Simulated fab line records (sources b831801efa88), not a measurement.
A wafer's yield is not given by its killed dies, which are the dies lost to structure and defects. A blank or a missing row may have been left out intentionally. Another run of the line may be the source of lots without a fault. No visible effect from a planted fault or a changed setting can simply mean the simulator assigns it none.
Which tool is to blame? / flow sky130 / 6 lots, 18 wafers sampled, at 2 steps of a route of 708

== WHAT EACH GAUGE READ, for each wafer ==
SKY_SONOS_ONO_THK_MEAS_01.
lot=L254; measured=day 12 02:32; on=filmMetro-04; SONOS_ONO_OXIDATION_THK (nm)=2.66 2.62 2.63
lot=L257; measured=day 12 17:44; on=filmMetro-04; SONOS_ONO_OXIDATION_THK (nm)=2.59 2.54 2.53
lot=L261; measured=day 14 07:20; on=filmMetro-01; SONOS_ONO_OXIDATION_THK (nm)=2.52 2.56 2.55
lot=L263; measured=day 14 17:37; on=filmMetro-02; SONOS_ONO_OXIDATION_THK (nm)=2.55 2.70 2.65
lot=L266; measured=day 15 22:14; on=filmMetro-02; SONOS_ONO_OXIDATION_THK (nm)=2.59 2.56 2.53
lot=L268; measured=day 16 18:53; on=filmMetro-02; SONOS_ONO_OXIDATION_THK (nm)=2.83 2.93 2.89 2.82 2.91 2.79

== WHICH TOOL RAN EACH LOT (tool, then ch and the chambers of the sampled wafers, then the start) ==
lot=L254; SKY_SONOS_ONO_OXIDATION_00=furnace-02 ch 0, day 12 01:11
lot=L257; SKY_SONOS_ONO_OXIDATION_00=furnace-01 ch 0, day 12 16:23
lot=L261; SKY_SONOS_ONO_OXIDATION_00=furnace-02 ch 0, day 14 05:57
lot=L263; SKY_SONOS_ONO_OXIDATION_00=furnace-02 ch 0, day 14 16:16
lot=L266; SKY_SONOS_ONO_OXIDATION_00=furnace-02 ch 0, day 15 20:52
lot=L268; SKY_SONOS_ONO_OXIDATION_00=furnace-02 ch 0, day 16 17:32
- SKY_SONOS_ONO_OXIDATION_00: stabilise 600 s, purge 300 s, target thk 2.6 nm.

== THE ANSWER, worked out from the rows above alone ==
Rule: the lots themselves supply what counts as usual. The widest of any qualifying gaps counts: lots, ordered by their means at a reading, are off when they make up no more than a third of the lots, leave a main group of 4 or more, and stand apart from it by 3 or more times the standard deviation of that group's means. A main group is skipped when, at the precision printed for the reading in the tables above, its means are all equal. A lot without any number at a reading at which 4 lots or more have one is off too. Any other lot the step has rows for is counted as sound.
Off: at SKY_SONOS_ONO_THK_MEAS_01 (SONOS_ONO_OXIDATION_THK), L268. The main group: mean 2.59 nm, standard deviation 0.041.
A tool fits if, at a process step before that reading, it ran every lot that is off, and no sound lot after the first of them. Those tools and the gauges at SKY_SONOS_ONO_THK_MEAS_01 are tried in the same way. This does not decide it: 2 tools fit, namely furnace-02 at SKY_SONOS_ONO_OXIDATION_00 and filmMetro-02 at SKY_SONOS_ONO_THK_MEAS_01.

== WHAT THE SIMULATOR PUT IN ==
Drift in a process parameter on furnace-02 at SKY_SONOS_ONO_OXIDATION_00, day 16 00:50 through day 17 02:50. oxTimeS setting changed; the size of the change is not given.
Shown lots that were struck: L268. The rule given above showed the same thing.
